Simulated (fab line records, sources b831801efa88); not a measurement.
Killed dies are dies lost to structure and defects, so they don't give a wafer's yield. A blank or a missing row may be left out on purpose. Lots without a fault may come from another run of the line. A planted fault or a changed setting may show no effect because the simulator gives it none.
Chamber matching | flow sky130 | SKY_VIA2_ETCH_15 on rie_diel-04: 4 sister chambers
The step etches SiO2 in C4F8/O2/Ar, stops on TiN, target depth 546 nm, time 84 s. 16 wafers are shown with their chamber, then 8 later ones without.

WAFERS WITH THEIR CHAMBER
wafer  | chamber | oes_product_au (a.u.)
L074.1 | 2       | 0.940
L074.2 | 0       | 0.949
L074.3 | 1       | 0.946
L074.4 | 3       | 0.937
L074.5 | 1       | 0.942
L074.6 | 2       | 0.941
L081.2 | 3       | 0.946
L081.3 | 1       | 0.946
L081.6 | 2       | 0.930
L085.1 | 0       | 0.941
L085.4 | 1       | 0.942
L085.5 | 3       | 0.939
L086.1 | 2       | 0.943
L086.2 | 0       | 0.944
L086.3 | 1       | 0.935
L086.4 | 3       | 0.947

SIGNATURES (means of the wafers above)
reading        | chamber 0 | chamber 1 | chamber 2 | chamber 3 | scatter within a chamber
oes_product_au | 0.94467   | 0.94220   | 0.93850   | 0.94225   | 0.00491
Rule: a wafer's distance from a chamber is the root of the sum, over the readings, of the square of ((its reading less the chamber's mean) divided by the reading's scatter). The wafer belongs to the nearest chamber; if the next one is less than 2 further off, it can't be placed. The scatter: the root of (the sum of the squares of (reading less its chamber's mean) over the shown wafers, divided by (wafers less chambers)).

WAFERS WITHOUT THEIR CHAMBER
wafer  | oes_product_au (a.u.)
L086.5 | 0.941
L086.6 | 0.943
L088.1 | 0.941
L088.5 | 0.938
L088.6 | 0.941
L089.1 | 0.939
L089.4 | 0.939
L089.5 | 0.943

WHICH CHAMBER EACH WENT THROUGH
wafer  | from the rows above               | in truth
L086.5 | can't be placed: 1 or 3 or 2 or 0 | 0
L086.6 | can't be placed: 3 or 1 or 0 or 2 | 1
L088.1 | can't be placed: 1 or 3 or 2 or 0 | 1
L088.5 | can't be placed: 2 or 1 or 3 or 0 | 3
L088.6 | can't be placed: 1 or 3 or 2 or 0 | 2
L089.1 | can't be placed: 2 or 1 or 3 or 0 | 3
L089.4 | can't be placed: 2 or 1 or 3 or 0 | 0
L089.5 | can't be placed: 3 or 1 or 0 or 2 | 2
Placed correctly: 0 of 8. Can't be placed from these rows: 8 (the true chamber is among the candidates in 8). Placed wrongly: 0.
